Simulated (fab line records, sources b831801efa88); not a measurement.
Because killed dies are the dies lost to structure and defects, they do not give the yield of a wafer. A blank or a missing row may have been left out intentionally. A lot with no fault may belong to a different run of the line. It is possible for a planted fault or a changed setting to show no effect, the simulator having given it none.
Which tool did it? + flow gf180mcu + Sampling: 6 lots, 18 wafers, 3 of 602 route steps

WHAT THE GAUGES READ, wafer by wafer
GF_MIM_THK_MEAS_06.
| lot  | measured     | on            | MIM_CVD_05_THK (nm)           |
|------|--------------|---------------|-------------------------------|
| L612 | day 25 08:13 | film metro-03 | 43.0 42.6 43.2                |
| L614 | day 25 22:54 | film metro-04 | 42.0 41.6 42.3                |
| L616 | day 26 17:45 | film metro-02 | 41.5 41.7 42.8                |
| L618 | day 27 15:11 | film metro-04 | 41.8 40.9 40.9                |
| L625 | day 29 15:07 | film metro-04 | 56.9 57.3 58.6 56.9 57.3 58.6 |
| L633 | day 31 11:35 | film metro-03 | 43.2 41.7 42.4                |

EACH LOT AND THE TOOL THAT RAN IT (in order: tool; ch and the chambers of the sampled wafers; start)
| lot  | GF_V4_ETCH_17                                 | GF_MIM_CVD_05                   |
|------|-----------------------------------------------|---------------------------------|
| L612 | rie diel-03 ch 1,3, day 25 07:29 or earlier   | pecvd-02 ch 0,1,2, day 25 08:11 |
| L614 | rie diel-01 ch 0,1,3, day 25 22:10 or earlier | pecvd-03 ch 0,2, day 25 22:51   |
| L616 | rie diel-04 ch 0,1,2, day 26 17:01 or earlier | pecvd-01 ch 0,1,2, day 26 17:42 |
| L618 | rie diel-04 ch 0,2,3, day 27 14:28 or earlier | pecvd-02 ch 0,1,2, day 27 15:10 |
| L625 | rie diel-01 ch 0,1,3, day 29 14:23 or earlier | pecvd-03 ch 0,1,2, day 29 15:04 |
| L633 | rie diel-01 ch 2,3, day 31 10:51 or earlier   | pecvd-02 ch 0,1, day 31 11:32   |
- GF_V4_ETCH_17: etches SiO2 in C4F8/O2/Ar, stops on TiN, target depth 630 nm.
- GF_MIM_CVD_05: deposits Si3N4, target thk 42 nm, time 29.086 s.

THE ANSWER, worked out from the rows above alone
Rule: what is usual is taken from the lots themselves. Put in order of their means at a reading, lots are off if they are a third of the lots or fewer, leave a main group of 4 or more, and stand apart from it by a gap of 3 or more times the standard deviation of the main group's means; of several such gaps the widest counts. If all means in a main group match to the digits the tables above print for the reading, that group is not used. Also off: a lot with no number at a reading for which 4 or more lots have one. The other lots that the step has rows for count as sound.
Off: L625, seen at GF_MIM_THK_MEAS_06 (MIM_CVD_05_THK). For the main group the mean is 42.1 nm and the standard deviation 0.57.
A tool fits if, at a process step before that reading, it ran every lot that is off, and no sound lot after the first of them. Those tools and the gauges at GF_MIM_THK_MEAS_06 are tried in the same way. GF_V4_ETCH_17 gives no start for some lots, so the hours and the order of its lots are those of GF_V4_RS_MEAS_24. Can't be told from this: 2 tools fit, pecvd-03 at GF_MIM_CVD_05, film metro-04 at GF_MIM_THK_MEAS_06.

WHAT HAD BEEN PUT IN BY THE SIMULATOR
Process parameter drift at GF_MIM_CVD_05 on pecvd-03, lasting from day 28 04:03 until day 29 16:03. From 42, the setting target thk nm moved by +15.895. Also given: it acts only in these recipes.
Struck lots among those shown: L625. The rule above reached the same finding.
